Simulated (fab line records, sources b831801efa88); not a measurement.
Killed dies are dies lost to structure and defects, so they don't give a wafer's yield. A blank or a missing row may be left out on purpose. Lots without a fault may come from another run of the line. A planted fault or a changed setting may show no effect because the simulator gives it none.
Problem report in the 8D (eight disciplines) form, filled by code | flow sky130 | the parts of the form that need people (team, actions taken, sign-off) are left out

1. THE PROBLEM
chamber_pressure_mTorr at SKY_POLY_GATE_ETCH_15 reads a mean of 35.978 mTorr on 6 wafers of 2 lots; wafers without a fault read 30.000 mTorr with a standard deviation of 0.029. That is +99 or more standard deviations from the usual mean.
The step: etches BARC in N2/H2, stops on SiO2, time 118.5 s, target depth 110 nm.
First seen on wafer L220.2, day 19 16:01, on rie_diel-02. The record holds 39 wafers of 13 lots with a number at this step. Rule for "out", or "out of limits": more than 4 standard deviations from the usual mean. The other wafers with a number count as sound.

2. WHAT IT IS AND WHAT IT IS NOT
question                    | is                     | is not
which readings at this step | chamber_pressure_mTorr | drypump_motor_current_A, oes_product_au, throttle_valve_pct
which lots                  | L220, L222             | L212, L213, L215, L216, L227, L228, L229, L232, L233, L234, L235
which wafers of those lots  | all that have a number | -
read on which tools         | rie_diel-02            | rie_diel-01, rie_diel-04
when                        | from day 19 16:01      | up to then (12 sound wafers); but 21 sound wafers of L227, L228, L229, L232, L233, L234, L235 came after

3. SUSPECTS, AND WHAT RULES EACH OUT
Counting: a tool at a process step up to the reading stays a suspect if it ran every lot that is out and no sound lot after the first of them.
- rie_diel-02 at SKY_POLY_GATE_ETCH_15 (etches BARC in N2/H2, stops on SiO2, time 118.5 s, target depth 110 nm): ruled out as a lasting fault. Sound lots L228, L234 ran on it after its first lot that is out, L220 (day 19 16:01).
Left after counting: nothing in the record.

4. THE CAUSE (what the simulator had put in)
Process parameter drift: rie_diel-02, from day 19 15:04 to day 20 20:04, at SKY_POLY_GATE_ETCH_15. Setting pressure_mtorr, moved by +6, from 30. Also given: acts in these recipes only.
Counting ruled it out, wrongly.

5. THE CHAIN OF EFFECTS, in route order
Each row: a reading whose mean over the struck wafers that have a number lies more than 3 standard deviations from the usual. Only readings for which the record gives a usual standard deviation are gone through. hours: the time from each lot's start at the first step in this table that gives one to its start at this step, as a median over the lots. sigmas: the change in usual standard deviations.
hours | step                  | reading                | usual        | on struck wafers | change | sigmas
0     | SKY_POLY_GATE_ETCH_15 | chamber_pressure_mTorr | 30.000 mTorr | 35.978           | +5.978 | +99 or more
The process steps in it:
- SKY_POLY_GATE_ETCH_15: etches BARC in N2/H2, stops on SiO2, time 118.5 s, target depth 110 nm.

6. WHAT WOULD HAVE CAUGHT IT SOONER
In this record the first reading out of limits was taken at day 19 16:01, 1 hour after the fault began at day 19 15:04.
